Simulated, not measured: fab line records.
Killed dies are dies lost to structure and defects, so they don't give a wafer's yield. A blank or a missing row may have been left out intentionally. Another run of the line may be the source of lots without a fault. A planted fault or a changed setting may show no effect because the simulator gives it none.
Which of the tools did it? | flow sky130 | Sampling: 15 lots, 45 wafers, 4 of 708 route steps

== WHAT THE GAUGES SHOWED, per wafer ==
No reading from a measuring or inspecting step in the record can be judged against a usual standard deviation.

== EACH LOT AND THE TOOL THAT RAN IT (in order: tool; ch and the chambers of the sampled wafers; start) ==
lot  | SKY_VT_ADJUST_HVTR_STRIP_10          | SKY_LDD_N_DEVELOP_06              | SKY_SD_P_STRIP_10                    | SKY_LI_CONTACT_ETCH_15
L709 | plasma_asher-02 ch 0,1, day 10 07:44 | litho_track-02 ch 0, day 18 23:52 | plasma_asher-02 ch 0,1, day 26 18:37 | rie_diel-02 ch 0,3, day 30 09:35
L716 | plasma_asher-03 ch 0,1, day 12 05:32 | litho_track-04, day 21 04:01      | plasma_asher-01 ch 0,1, day 28 19:32 | rie_diel-02 ch 0,1,3, day 32 08:28
L717 | plasma_asher-03 ch 0,1, day 12 12:19 | litho_track-02, day 21 11:40      | plasma_asher-01 ch 0,1, day 29 00:31 | rie_diel-02 ch 2,3, day 32 12:20
L718 | plasma_asher-02 ch 0,1, day 12 17:56 | litho_track-02, day 21 21:55      | plasma_asher-01 ch 0,1, day 29 11:44 | rie_diel-03 ch 1,3, day 33 00:10
L720 | plasma_asher-03 ch 0,1, day 13 09:01 | litho_track-03 ch 0, day 22 11:44 | plasma_asher-01 ch 0,1, day 30 01:10 | rie_diel-02 ch 2,3, day 33 13:16
L721 | plasma_asher-03 ch 0,1, day 13 19:08 | litho_track-03 ch 0, day 23 05:10 | plasma_asher-01 ch 0, day 30 16:29   | rie_diel-01 ch 0,3, day 34 03:07
L722 | plasma_asher-03 ch 0,1, day 13 23:25 | litho_track-04 ch 0, day 23 09:12 | plasma_asher-02 ch 0,1, day 30 18:37 | rie_diel-03 ch 0,2,3, day 34 04:53
L723 | plasma_asher-01 ch 0,1, day 14 17:17 | litho_track-02 ch 0, day 24 03:31 | plasma_asher-03 ch 0,1, day 31 12:34 | rie_diel-03 ch 1,3, day 34 21:40
L724 | plasma_asher-01 ch 1, day 14 20:02   | litho_track-02 ch 0, day 24 05:01 | plasma_asher-01 ch 0, day 31 15:34   | rie_diel-02 ch 1,2,3, day 35 03:01
L726 | plasma_asher-03 ch 0,1, day 15 03:59 | litho_track-03 ch 0, day 24 10:59 | plasma_asher-01 ch 0,1, day 31 17:34 | rie_diel-02 ch 0,1, day 35 04:10
L725 | plasma_asher-03 ch 0,1, day 15 04:50 | litho_track-02 ch 0, day 24 13:31 | plasma_asher-01 ch 1, day 31 21:43   | rie_diel-01 ch 0,2,3, day 35 07:52
L727 | plasma_asher-01 ch 0,1, day 15 15:17 | litho_track-02 ch 0, day 24 21:58 | plasma_asher-01 ch 0,1, day 32 04:49 | rie_diel-03 ch 0,2,3, day 35 14:17
L728 | plasma_asher-03 ch 0,1, day 16 03:28 | litho_track-04 ch 0, day 25 15:19 | plasma_asher-01 ch 1, day 32 20:28   | rie_diel-02 ch 2,3, day 36 06:10
L729 | plasma_asher-02 ch 0,1, day 16 16:47 | litho_track-02 ch 0, day 25 23:43 | plasma_asher-02 ch 0,1, day 33 04:40 | rie_diel-02 ch 1,2,3, day 36 13:44
L730 | plasma_asher-02 ch 0,1, day 17 03:10 | litho_track-02 ch 0, day 26 11:19 | plasma_asher-01 ch 0,1, day 33 16:55 | rie_diel-01 ch 0,2,3, day 37 00:43
- SKY_VT_ADJUST_HVTR_STRIP_10: strips in O2/N2.
- SKY_LDD_N_DEVELOP_06: develop time 60 s.
- SKY_SD_P_STRIP_10: strips in O2/N2.
- SKY_LI_CONTACT_ETCH_15: etches PSG in C4F8/O2/Ar, stops on Si, target depth 600 nm.

== AS READ BY THE TOOLS THEMSELVES (means over the sampled wafers that have a number; for cases with no such wafer, the mark the record gives instead) ==
SKY_VT_ADJUST_HVTR_STRIP_10.
lot  | tool            | drypump_motor_current_A (A) | oes_product_au (a.u.) | strip_time_to_endpoint_s (s)
L709 | plasma_asher-02 | 5.78                        | 0.715                 | 14.15
L716 | plasma_asher-03 | 5.56                        | 0.713                 | 14.19
L717 | plasma_asher-03 | 5.68                        | 0.711                 | 14.21
L718 | plasma_asher-02 | 5.78                        | 0.714                 | 14.18
L720 | plasma_asher-03 | 5.54                        | 0.717                 | 14.18
L721 | plasma_asher-03 | 5.54                        | 0.717                 | 14.16
L722 | plasma_asher-03 | 5.55                        | 0.715                 | 14.18
L723 | plasma_asher-01 | 5.66                        | 0.721                 | 14.15
L724 | plasma_asher-01 | 5.74                        | 0.716                 | 14.15
L726 | plasma_asher-03 | 5.54                        | 0.716                 | 14.22
L725 | plasma_asher-03 | 5.55                        | 0.718                 | 14.21
L727 | plasma_asher-01 | 5.66                        | 0.710                 | 14.22
L728 | plasma_asher-03 | 5.66                        | 0.717                 | 14.12
L729 | plasma_asher-02 | 5.80                        | 0.714                 | 14.20
L730 | plasma_asher-02 | 5.70                        | 0.715                 | 14.18

SKY_LDD_N_DEVELOP_06.
lot  | tool           | chill_plate_temp_C (C)
L709 | litho_track-02 | 23.03
L716 | litho_track-04 | -
L717 | litho_track-02 | -
L718 | litho_track-02 | -
L720 | litho_track-03 | 23.04
L721 | litho_track-03 | 23.02
L722 | litho_track-04 | 23.07
L723 | litho_track-02 | 23.07
L724 | litho_track-02 | 22.93
L726 | litho_track-03 | 22.99
L725 | litho_track-02 | 22.95
L727 | litho_track-02 | 23.02
L728 | litho_track-04 | 22.95
L729 | litho_track-02 | 22.97
L730 | litho_track-02 | 22.99

SKY_SD_P_STRIP_10.
lot  | tool            | drypump_motor_current_A (A) | oes_product_au (a.u.) | strip_time_to_endpoint_s (s)
L709 | plasma_asher-02 | 5.70                        | 0.615                 | 17.50
L716 | plasma_asher-01 | 5.57                        | 0.616                 | 17.46
L717 | plasma_asher-01 | 5.58                        | 0.620                 | 17.50
L718 | plasma_asher-01 | 5.65                        | 0.618                 | 17.53
L720 | plasma_asher-01 | 5.57                        | 0.618                 | 17.52
L721 | plasma_asher-01 | 5.49                        | 0.618                 | 17.47
L722 | plasma_asher-02 | 5.78                        | 0.618                 | 17.52
L723 | plasma_asher-03 | 5.52                        | 0.616                 | 17.54
L724 | plasma_asher-01 | 5.49                        | 0.619                 | 17.56
L726 | plasma_asher-01 | 5.59                        | 0.616                 | 17.45
L725 | plasma_asher-01 | 5.74                        | 0.621                 | 17.48
L727 | plasma_asher-01 | 5.58                        | 0.616                 | 17.44
L728 | plasma_asher-01 | 5.75                        | 0.620                 | 17.46
L729 | plasma_asher-02 | 5.78                        | 0.618                 | 17.48
L730 | plasma_asher-01 | 5.65                        | 0.614                 | 17.43

SKY_LI_CONTACT_ETCH_15.
lot  | tool        | oes_product_au (a.u.)
L709 | rie_diel-02 | 0.840
L716 | rie_diel-02 | 0.837
L717 | rie_diel-02 | 0.835
L718 | rie_diel-03 | 0.839
L720 | rie_diel-02 | 0.836
L721 | rie_diel-01 | 0.835
L722 | rie_diel-03 | 0.838
L723 | rie_diel-03 | 0.841
L724 | rie_diel-02 | 0.835
L726 | rie_diel-02 | 0.836
L725 | rie_diel-01 | 0.840
L727 | rie_diel-03 | 0.843
L728 | rie_diel-02 | 0.835
L729 | rie_diel-02 | 0.835
L730 | rie_diel-01 | 0.835

== THE ANSWER, worked out from the rows above alone ==
Rule: the usual values come from the lots themselves. The widest of any qualifying gaps counts: lots, ordered by their means at a reading, are off when they make up no more than a third of the lots, leave a main group of 4 or more, and stand apart from it by 3 or more times the standard deviation of that group's means. Not used: any main group whose means are identical at the precision the tables above print for the reading. Also off: a lot with no number at a reading for which 4 or more lots have one. Any other lot the step has rows for is counted as sound. After the gauges, taken in route order, come the tools' own readings; for these a lot's mean is taken, as printed above. The first step at which some lot is off is used, and at that step the reading that is off furthest; a lot without a number counts as furthest.
Off, at SKY_LDD_N_DEVELOP_06 on chill_plate_temp_C: L716, L717, L718. Without a number there: L716, L717, L718. The main group has a mean of 23.00 C with a standard deviation of 0.045.
If a tool, at that step or one of the process steps before it, ran each lot that is off and ran no sound lot following the first of them, it fits. Not one of the candidates tried fits.

== WHAT THE SIMULATOR PUT IN ==
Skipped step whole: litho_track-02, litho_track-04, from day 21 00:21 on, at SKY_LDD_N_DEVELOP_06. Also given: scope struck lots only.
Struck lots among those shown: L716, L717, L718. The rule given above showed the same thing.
